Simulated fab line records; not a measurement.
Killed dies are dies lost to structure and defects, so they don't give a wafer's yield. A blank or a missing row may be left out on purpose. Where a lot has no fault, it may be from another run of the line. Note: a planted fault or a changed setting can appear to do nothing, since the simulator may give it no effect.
fab line records	flow sfq_line
record: lots: 14	wafers: 41	last_day: 92
route steps=325 shown JJ@194 M5@205 A5B@209
lots untouched by any fault: they come from a run of this same line in which no faults occurred
start_h: the number of hours between the record's first day and the start of the first shown wafer of the lot	wait_h: time in hours since the lot's previous step	" identical to the entry in the row above	L1.1+2: a row that stands for several wafers	- value missing, or start not given	* or withheld: withheld	< > ~ a bound
route shown NAME@n: names a module that has steps shown in the file, with the first one's number in the route	usual: mean/standard deviation taken from wafers without a fault	same: alike in all rows	chamber/n: place in a boat	sites: the reading at each site	_std_site: standard deviation of those values	_edge_site: the outer-site mean with the inner-site mean subtracted	radius_mm: for every site, how far away it sits from the centre of the wafer	mask NAME#n: copy n	behind: the tool/chamber that last shaped the wafer	hold: why the lot went on hold/how many hours it stayed there/how the hold came to an end	device: the n, p or np transistor that did not switch	end of line: tests of these same wafers at the route's end	a step given without rows: its recipe and nothing more	killed: at the first sort, the dies lost to defects and structure; wafer yield is something else	map: the dies of a wafer, with x for killed, . for not killed, _ for no die there
set.NAME: the setting the step ran with; set.NAME@STEP: the setting that earlier step ran with	model.NAME: the simulator's own value behind a step, which no gauge read
a sample of lots followed through the steps of the route, with each step as a table and each wafer as a row
services: from which hour (start_h, from the record's first day; less than 0 if before it) a tool's chamber was out of use, for how many hours, and why
== steps ==
step: SFQ_TRILAYER_JJ_CE_ETCH_RIE_118
recipe: target: Nb	stop_on: Al2O3	mask_material: PR	taper_deg: 13.257	over_etch_frac: 0.15	time_s: 97.7	chemistry: SF6	target_depth_nm: 170	icp_w: 600	bias_w: 80	pressure_mtorr: 10
usual: drypump_motor_current_A: 5.8/0.43	oes_product_au: 0.976/0.0082
lot.wafer	tool	chamber	start_h	wait_h	drypump_motor_current_A	oes_product_au	rf_hours_counter_h
L545.1	rie_metal-03	0	1298.42	0.1	6.0	0.965	71
L545.3	"	0	"	"	6.0	0.981	-
L545.4	"	1	"	"	6.4	0.990	-
L546.1	rie_metal-03	1	1299.62	0.1	6.4	0.972	15
L546.4	"	1	"	"	6.4	0.979	-
L546.5	"	0	"	"	6.0	0.971	-
L547.1	rie_metal-03	1	1400.80	0.1	6.4	0.981	27
L547.5	"	1	"	"	6.4	0.978	-
L548.1	rie_metal-04	0	1406.83	0.1	5.8	0.973	52
L548.2	"	1	"	"	6.0	0.980	47
L548.4	"	0	"	"	5.8	0.987	-
L552.1	rie_metal-02	0	1524.61	0.2	5.1	0.976	19
L552.3	"	0	"	"	5.1	0.972	-
L552.6	"	0	"	"	5.1	0.970	-
L558.1	rie_metal-04	1	1576.41	0.1	6.0	0.989	68
L558.2	"	0	"	"	5.8	0.984	73
L558.5	"	1	"	"	6.0	0.972	-
L560.2	rie_metal-03	0	1588.88	0.1	6.0	0.961	108
L560.4	"	1	"	"	6.4	0.971	-
L560.6	"	1	"	"	6.4	0.962	-
L562.1	rie_metal-04	1	1602.08	0.1	6.0	0.966	73
L562.2	"	0	"	"	5.8	0.985	78
L562.6	"	0	"	"	5.8	0.978	-
L563.1	rie_metal-02	0	1638.21	0.1	5.1	0.982	35
L563.2	"	1	"	"	5.4	0.985	12
L563.5	"	0	"	"	5.0	0.980	-
L564.2	rie_metal-03	0	1649.92	0.1	6.0	0.973	115
L564.5	"	0	"	"	6.0	0.990	-
L564.6	"	1	"	"	6.4	0.969	-
L565.1	rie_metal-02	0	1657.15	0.1	5.1	0.971	37
L565.4	"	0	"	"	5.1	0.969	-
L565.5	"	1	"	"	5.4	0.974	-
L566.2	rie_metal-02	0	1673.92	0.1	5.1	0.988	40
L566.4	"	1	"	"	5.4	0.977	-
L566.6	"	0	"	"	5.1	0.983	-
L567.1	rie_metal-04	0	1681.12	0.1	5.8	0.977	91
L567.5	"	0	"	"	5.8	0.982	-
L567.6	"	1	"	"	6.0	0.988	-
L568.1	rie_metal-03	1	1689.52	0.1	6.4	0.991	65
L568.5	"	0	"	"	6.0	0.968	-
L568.6	"	1	"	"	6.4	0.977	-
step: SFQ_TRILAYER_M5_BARC_OPEN_METAL_ETCH_161
recipe: mask_material: PR	chemistry: O2	target_depth_nm: 125	target: BARC	icp_w: 600	bias_w: 80	pressure_mtorr: 10	time_s: 41.7
usual: drypump_motor_current_A: 5.9/0.4	oes_product_au: 0.685/0.0045
lot.wafer	tool	chamber	start_h	wait_h	drypump_motor_current_A	oes_product_au	rf_hours_counter_h
L545.1	rie_metal-03	0	1407.91	0.0	6.0	0.685	84
L545.3	"	1	"	"	6.4	0.684	-
L545.4	"	0	"	"	6.0	0.682	-
L546.1	rie_metal-01	0	1409.11	0.0	6.1	0.682	23
L546.4	"	1	"	"	6.0	0.688	-
L546.5	"	1	"	"	6.0	0.680	-
L547.1	rie_metal-03	0	1410.31	0.0	6.0	0.685	85
L547.5	"	0	"	"	6.0	0.682	-
L548.1	rie_metal-03	0	1415.11	0.0	6.0	0.674	86
L548.2	"	1	"	"	6.4	0.687	30
L548.4	"	1	"	"	6.4	0.690	-
L552.1	rie_metal-01	1	1528.51	0.0	6.0	0.695	100
L552.3	"	1	"	"	6.0	0.691	-
L552.6	"	0	"	"	6.1	0.674	-
L558.1	rie_metal-01	1	1663.03	0.0	6.0	0.691	120
L558.2	"	0	"	"	6.1	0.682	58
L558.5	"	0	"	"	6.1	0.685	-
L560.2	rie_metal-02	0	1685.83	0.0	5.1	0.686	42
L560.4	"	1	"	"	5.4	0.684	-
L560.6	"	0	"	"	5.1	0.684	-
L562.1	rie_metal-03	1	1701.97	0.0	6.4	0.689	67
L562.2	"	0	"	"	6.0	0.690	123
L562.6	"	1	"	"	6.4	0.685	-
L563.1	rie_metal-02	1	1723.28	0.0	5.4	0.681	27
L563.2	"	0	"	"	5.1	0.690	49
L563.5	"	0	"	"	5.1	0.684	-
L564.2	rie_metal-01	0	1736.50	0.0	6.1	0.687	-
L564.5	"	0	"	"	6.1	0.681	-
L564.6	"	0	"	"	6.1	0.693	-
L565.1	rie_metal-01	1	1746.28	0.0	6.0	0.685	0
L565.4	"	1	"	"	6.0	0.691	-
L565.5	"	0	"	"	6.1	0.684	-
L566.2	rie_metal-01	0	1771.48	0.0	6.1	0.684	74
L566.4	"	1	"	"	6.0	0.685	-
L566.6	"	0	"	"	6.1	0.681	-
L567.1	rie_metal-01	1	1782.28	0.0	6.0	0.679	4
L567.5	"	1	"	"	6.0	0.686	-
L567.6	"	0	"	"	6.1	0.697	-
L568.1	rie_metal-01	1	1787.08	0.0	6.0	0.681	5
L568.5	"	0	"	"	6.1	0.691	-
L568.6	"	1	"	"	6.0	0.686	-
step: SFQ_TRILAYER_A5B_DEP_PECVD_129
recipe: material: SiO2	temp_c: 150	time_s: 133.33	pressure_torr: 2.4	rf_w: 183.3	precursor: SiH4/N2O	target_thk_nm: 600
usual: heater_power_w: 83/9.2	susceptor_temp_C: 150.00/0.14	throttle_valve_pct: 23.9/1.4
lot.wafer	tool	chamber	start_h	wait_h	heater_power_w	susceptor_temp_C	throttle_valve_pct
L545.1	pecvd-03	0	1408.95	0.0	77	150.01	23.4
L545.3	"	2	"	"	88	149.61	25.9
L545.4	"	1	"	"	81	150.08	27.8
L546.1	pecvd-01	0	1410.14	0.0	73	149.65	22.7
L546.4	"	1	"	"	59	150.07	23.1
L546.5	"	0	"	"	75	150.02	22.9
L547.1	pecvd-02	1	1411.35	0.0	98	149.98	22.1
L547.5	"	1	"	"	80	150.20	22.1
L548.1	pecvd-03	2	1416.14	0.0	92	150.09	25.8
L548.2	"	0	"	"	73	150.07	23.3
L548.4	"	1	"	"	81	149.99	28.1
L552.1	pecvd-01	2	1529.54	0.0	85	150.15	22.5
L552.3	"	1	"	"	71	149.99	23.4
L552.6	"	1	"	"	73	150.09	23.5
L558.1	pecvd-01	1	1664.06	0.0	63	150.25	24.0
L558.2	"	2	"	"	81	149.94	23.0
L558.5	"	2	"	"	85	150.04	23.1
L560.2	pecvd-01	1	1686.86	0.0	71	149.83	24.1
L560.4	"	0	"	"	77	150.21	24.4
L560.6	"	1	"	"	73	149.92	23.5
L562.1	pecvd-03	0	1703.00	0.0	73	149.96	21.6
L562.2	"	1	"	"	84	150.02	22.6
L562.6	"	0	"	"	77	149.97	21.5
L563.1	pecvd-01	1	1724.31	0.0	73	150.20	24.1
L563.2	"	0	"	"	83	149.92	24.6
L563.5	"	1	"	"	75	150.28	23.9
L564.2	pecvd-02	1	1738.36	0.0	89	150.01	22.8
L564.5	"	2	"	"	68	150.01	24.1
L564.6	"	0	"	"	95	149.86	24.7
L565.1	pecvd-01	0	1747.61	0.0	81	150.00	24.4
L565.4	"	0	"	"	81	149.83	24.6
L565.5	"	1	"	"	72	149.92	24.1
L566.2	pecvd-03	2	1772.68	0.0	95	149.79	24.3
L566.4	"	2	"	"	81	150.02	24.4
L566.6	"	1	"	"	99	149.90	22.5
L567.1	pecvd-01	1	1783.31	0.0	64	150.07	24.5
L567.5	"	0	"	"	77	150.21	24.7
L567.6	"	2	"	"	72	149.95	23.1
L568.1	pecvd-02	2	1788.11	0.0	76	149.99	24.2
L568.5	"	0	"	"	91	150.00	25.1
L568.6	"	1	"	"	88	150.26	22.7
step: SFQ_TRILAYER_A5B_CMP_CMP_130
recipe: stop_on: Nb	down_force_psi: 3	platen_rpm: 60	target_thk_nm: 340.7
usual: motor_current_A: 9.8/0.93	platen_rpm: 60.00/0.036	slurry_flow_ml_min: 149.9/0.53
lot.wafer	tool	chamber	start_h	wait_h	motor_current_A	platen_rpm	slurry_flow_ml_min
L545.3	cmp-01	3	1409.04	0.0	10.6	60.01	149.2
L545.4	"	0	"	"	8.6	59.98	149.7
L545.1	"	2	1410.54	1.5	9.9	60.01	149.3
L546.4	cmp-02	3	1411.33	1.1	9.2	60.00	150.1
L546.1	"	0	"	"	10.0	60.00	150.4
L546.5	"	3	1413.33	3.1	10.3	59.90	150.0
L547.1	cmp-01	2	1412.54	1.1	10.1	60.03	150.0
L547.5	"	1	1414.04	2.6	10.0	66.02	150.1
L548.2	cmp-01	0	1416.73	0.5	8.3	60.02	149.3
L548.1	"	1	"	"	9.8	66.02	149.6
L548.4	"	2	"	"	9.9	60.04	149.4
L552.1	cmp-02	2	1533.04	3.5	10.6	59.99	150.4
L552.3	"	0	1534.04	4.5	10.1	60.02	150.5
L552.6	"	2	1535.04	5.4	10.2	60.01	149.7
L558.2	cmp-02	3	1664.65	0.5	9.4	59.98	149.8
L558.1	"	1	1665.65	1.5	8.2	60.01	150.1
L558.5	"	2	"	"	11.0	60.01	151.0
L560.2	cmp-02	3	1691.65	4.7	9.8	59.99	150.5
L560.4	"	0	"	"	10.6	60.01	150.5
L560.6	"	2	1693.15	6.2	10.9	60.00	150.6
L562.1	cmp-01	0	1708.56	5.5	8.4	60.05	149.9
L562.2	"	2	1709.56	6.5	9.6	59.98	150.2
L562.6	"	0	1710.56	7.5	8.4	60.03	150.3
L563.2	cmp-02	0	1725.40	1.0	10.6	60.00	150.1
L563.1	"	1	"	"	8.4	59.96	150.0
L563.5	"	2	"	"	10.7	60.01	150.2
L564.2	cmp-01	1	1738.95	0.5	10.3	59.96	149.4
L564.5	"	0	1740.45	2.0	8.2	60.01	149.7
L564.6	"	1	"	"	10.3	60.03	149.8
L565.1	cmp-02	2	1747.70	0.0	10.2	60.00	149.6
L565.4	"	3	"	"	9.8	59.95	149.6
L565.5	"	2	1749.70	2.0	10.9	59.98	149.3
L566.4	cmp-01	0	1773.27	0.5	8.6	59.98	149.3
L566.2	"	2	1774.27	1.5	10.4	60.08	150.1
L566.6	"	0	1775.27	2.5	8.3	59.98	150.4
L567.1	cmp-01	2	1784.90	1.5	9.7	60.02	150.3
L567.5	"	3	"	"	11.5	60.03	149.1
L567.6	"	0	"	"	8.9	60.02	148.8
L568.1	cmp-01	3	1789.20	1.0	10.8	59.95	150.6
L568.5	"	1	1790.20	2.0	10.0	60.03	150.9
L568.6	"	2	"	"	9.9	59.95	149.5
== services ==
tool	chamber	start_h	hours	kind
cmp-02	-	1293.29	14.6	pm
cmp-01	-	1310.49	4.4	pm
pecvd-01	-	1316.75	14.0	pm
rie_metal-01	1	1317.25	1.6	repair
rie_metal-02	-	1325.38	2.8	pm
rie_metal-01	-	1418.48	0.2	repair
cmp-01	-	1451.01	1.4	repair
pecvd-01	1	1476.79	3.6	repair
rie_metal-01	1	1492.30	3.0	repair
pecvd-01	-	1516.96	0.9	repair
cmp-01	-	1529.01	5.9	repair
cmp-01	-	1583.69	5.3	repair
cmp-01	-	1586.61	2.9	repair
cmp-01	-	1598.83	4.0	pm
rie_metal-01	-	1617.52	2.6	repair
pecvd-01	2	1623.26	1.7	repair
pecvd-01	-	1641.08	6.0	pm
cmp-01	-	1668.87	4.6	pm
cmp-01	-	1682.33	2.2	repair
cmp-01	-	1687.91	1.4	repair
pecvd-01	-	1696.65	0.9	repair
rie_metal-01	1	1697.43	6.2	repair
rie_metal-01	-	1702.62	10.0	pm
cmp-01	-	1712.89	0.8	repair
== key ==
first_sign: step: SFQ_TRILAYER_A5B_CMP_CMP_130	reading: platen_rpm	direction: up	sigmas: 99+	usual: 60.00	struck: 66.02
effect none on later readings
met_at SFQ_TRILAYER_A5B_CMP_CMP_130
struck_lots L547,L548
struck_wafers L547.5,L548.1
not_acting_at SFQ_TRILAYER_JJ_CE_ETCH_RIE_118,SFQ_TRILAYER_M5_BARC_OPEN_METAL_ETCH_161,SFQ_TRILAYER_A5B_DEP_PECVD_129
fault: kind: process_parameter_drift	tool: cmp-01	chamber: 1	onset_h: 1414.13	steps: SFQ_TRILAYER_A5B_CMP_CMP_130	channel: platen_rpm	offset: 6	shape: step	end_h: 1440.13	acts_in: these_recipes_only	stated: 60
